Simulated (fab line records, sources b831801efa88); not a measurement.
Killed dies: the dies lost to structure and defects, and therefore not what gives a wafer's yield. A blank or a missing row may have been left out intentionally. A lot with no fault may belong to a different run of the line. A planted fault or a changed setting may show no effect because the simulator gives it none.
A single fault, viewed from 2 desks -- flow sky130 -- each desk has only its own numbers; what lay behind them comes last

== METROLOGY DESK ==
What the gauges read for every lot (on any tool): the sampled wafers with a number, averaged. Marked OUT: a lot whose mean sits more than 4 standard deviations from the usual mean, which makes it out of limits; the brackets give that distance.
Columns: A = CONTACT_W_RS at SKY_CONTACT_RS_MEAS_25, usual 0.336 ohm/sq
lot,first seen here,A
L288,day 31 10:55,0.333
L289,day 31 16:54,0.341
L290,day 32 03:50,0.337
L291,day 32 16:34,0.339
L293,day 33 08:06,0.331
L294,day 33 19:28,0.340
L297,day 34 17:03,0.332
L299,day 35 02:42,0.337
L304,day 37 04:58,0.335
L305,day 37 17:44,0.333
L306,day 37 19:49,0.335
L309,day 38 10:21,0.346
L310,day 38 21:02,0.335
This desk found nothing out of limits on any of the 13 lots.

== AT THE TOOL OWNER'S DESK: rie-diel-02 ==
The tool's own readings at SKY_CONTACT_ETCH_17 (etches SiO2 in C4F8/O2/Ar, stops on Si3N4, target depth 340 nm): means of the sampled wafers that have a number, for each lot that ran on this tool. Marked OUT: a lot whose mean sits more than 4 standard deviations from the usual mean, which makes it out of limits; the brackets give that distance.
Columns: A = oes-product-au at SKY_CONTACT_ETCH_17, usual 0.892 a.u.; B = rf-fwd-power-W at SKY_CONTACT_ETCH_17, usual 1486 W
lot,first seen here,A,B
L290,day 32 02:53,0.893,1485
L294,day 33 18:32,0.894,1488
L299,day 35 01:49,0.887,1497
L304,day 37 04:04,0.894,1241 (-42) OUT
L305,day 37 16:47,0.895,1243 (-42) OUT
This desk finds L304, L305 out of limits, L304 being first, at day 37 04:04 (rf-fwd-power-W at SKY_CONTACT_ETCH_17). L290, L294, L299: within limits.

== ALL TOGETHER ==
At day 37 04:04, on L304, L305, the tool owner's desk was in a position to raise an alarm.
Nothing out of limits was seen by the metrology desk.
The metrology desk has L304, L305 on record, within its limits.
All the named lots went through SKY_CONTACT_ETCH_17 on rie-diel-02.

== WHAT WAS PUT IN BY THE SIMULATOR ==
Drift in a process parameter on rie-diel-02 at SKY_CONTACT_ETCH_17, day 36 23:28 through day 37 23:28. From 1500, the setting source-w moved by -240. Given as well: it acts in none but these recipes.
Lots struck among those shown: L304, L305.
Time in hours from fault onset to the first out-of-limits reading at each desk: the tool owner's desk, 5.
